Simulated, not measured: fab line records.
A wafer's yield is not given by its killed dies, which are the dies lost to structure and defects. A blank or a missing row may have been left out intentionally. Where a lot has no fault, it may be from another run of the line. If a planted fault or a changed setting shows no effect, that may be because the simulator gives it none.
What tool caused it? + flow gf180mcu + Sampling: 6 lots, 18 wafers, 2 of 602 route steps

WHAT THE GAUGES READ, wafer by wafer
GF_NSD_OVL_MEAS_08.
| lot  | measured     | on         | NSD_OVL (nm) |
|------|--------------|------------|--------------|
| L158 | day 14 23:25 | overlay-02 | 2.4 1.6 0.7  |
| L163 | day 16 17:31 | overlay-02 | 0.8 4.3 2.5  |
| L165 | day 17 15:43 | overlay-02 | 3.6 6.3 4.4  |
| L167 | day 18 01:29 | overlay-02 | 1.6 2.1 0.6  |
| L172 | day 19 08:35 | overlay-01 | -0.6 0.2 0.9 |
| L174 | day 19 18:47 | overlay-02 | 0.5 1.4 1.8  |

EACH LOT AND THE TOOL THAT RAN IT (in order: tool; ch and the chambers of the sampled wafers; start)
| lot  | GF_HV_LDD_RTA_52                 |
|------|----------------------------------|
| L158 | rtp-anneal-02 ch 0, day 14 01:15 |
| L163 | rtp-anneal-02 ch 0, day 15 15:58 |
| L165 | rtp-anneal-01 ch 0, day 16 13:24 |
| L167 | rtp-anneal-01 ch 0, day 16 22:43 |
| L172 | rtp-anneal-01 ch 0, day 18 06:05 |
| L174 | rtp-anneal-02 ch 0, day 18 14:58 |
- GF_HV_LDD_RTA_52: time 10 s.

THE ANSWER, worked out from the rows above alone
Rule: the lots themselves supply what counts as usual. Put in order of their means at a reading, lots are off if they are a third of the lots or fewer, leave a main group of 4 or more, and stand apart from it by a gap of 3 or more times the standard deviation of the main group's means; of several such gaps the widest counts. Not used: any main group whose means are identical at the precision the tables above print for the reading. A lot without any number at a reading at which 4 lots or more have one is off too. The other lots that the step has rows for count as sound.
Across all readings shown, no lot is off: no conclusion can be drawn from this.

WHAT THE SIMULATOR HAD INSERTED
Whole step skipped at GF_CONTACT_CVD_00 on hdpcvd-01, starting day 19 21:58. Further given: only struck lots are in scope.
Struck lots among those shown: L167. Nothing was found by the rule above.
